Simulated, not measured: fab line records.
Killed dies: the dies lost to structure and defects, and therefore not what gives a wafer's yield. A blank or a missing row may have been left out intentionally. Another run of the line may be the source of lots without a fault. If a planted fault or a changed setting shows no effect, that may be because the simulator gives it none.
Problem report in the 8D (eight disciplines) form, filled by code :: flow gf180mcu :: the parts of the form that need people (team, actions taken, sign-off) are left out

1. WHAT IS WRONG
cathode-dc-power-W at GF_M2_SPUTTER_00 reads a mean of 4147.9 W on 6 wafers of 2 lots; wafers without a fault read 4000.0 W with a standard deviation of 0.71. That is +99 or more standard deviations from the usual mean.
The step: material Ti, target thk 37.5 nm, time 150 s.
Seen first at day 25 09:47 on pvd-sputter-04, wafer L809.1. The record holds 36 wafers of 12 lots with a number at this step. By rule, "out" or "out of limits" means more than 4 standard deviations away from the usual mean. Any other wafer with a number is counted as sound.

2. WHAT THIS IS AND IS NOT
question: which readings at this step
is: cathode-dc-power-W
is not: throttle-valve-pct

question: which lots
is: L809, L810
is not: L791, L792, L796, L798, L800, L801, L803, L804, L805, L806

question: which wafers of those lots
is: all that have a number
is not: -

question: read on which tools
is: pvd-sputter-04
is not: pvd-sputter-01, pvd-sputter-03

question: when
is: from day 25 09:47
is not: up to then (30 sound wafers)

3. WHAT RULES OUT EACH SUSPECT
Counting: a tool at a process step up to the reading stays a suspect if it ran every lot that is out and no sound lot after the first of them.
- plasma-asher-04 at GF_M1_STRIP_17 (strips in O2/N2): kept. Every lot that is out went through it, starting with L809 (day 24 09:22), and after that it ran no sound lot; the last sound lot it ran before then is L804 (day 22 21:01).
- pvd-sputter-04 at GF_M2_SPUTTER_00 (material Ti, target thk 37.5 nm, time 150 s): kept. Every lot that is out went through it, starting with L809 (day 25 09:47), and after that it ran no sound lot; the last sound lot it ran before then is L805 (day 23 15:55). Its own cathode-dc-power-W readings are out on those wafers.
Left after counting: plasma-asher-04 at GF_M1_STRIP_17, pvd-sputter-04 at GF_M2_SPUTTER_00.

4. THE CAUSE (what the simulator had put in)
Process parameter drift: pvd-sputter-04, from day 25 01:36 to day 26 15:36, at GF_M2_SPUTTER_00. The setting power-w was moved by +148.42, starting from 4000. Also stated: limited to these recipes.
Of the 2 suspects that counting leaves, this tool is one.

5. THE CHAIN OF EFFECTS, in route order
Rows list readings where the struck wafers' mean (over those with a number) sits beyond 3 standard deviations from the usual. Scope: only readings with a usual standard deviation given in the record; hours: median across lots of the time from each lot's start at the first step in this table that gives one to its start at this step; sigmas: change in usual standard deviations.
hours: 0
step: GF_M2_SPUTTER_00
reading: cathode-dc-power-W
usual: 4000.0 W
on struck wafers: 4147.9
change: +147.9
sigmas: +99 or more
The process steps in it:
- GF_M2_SPUTTER_00: material Ti, target thk 37.5 nm, time 150 s.

6. WHAT WOULD HAVE CAUGHT IT SOONER
First out-of-limits reading in this record: day 25 09:47, which is 8 hours after fault onset at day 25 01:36.
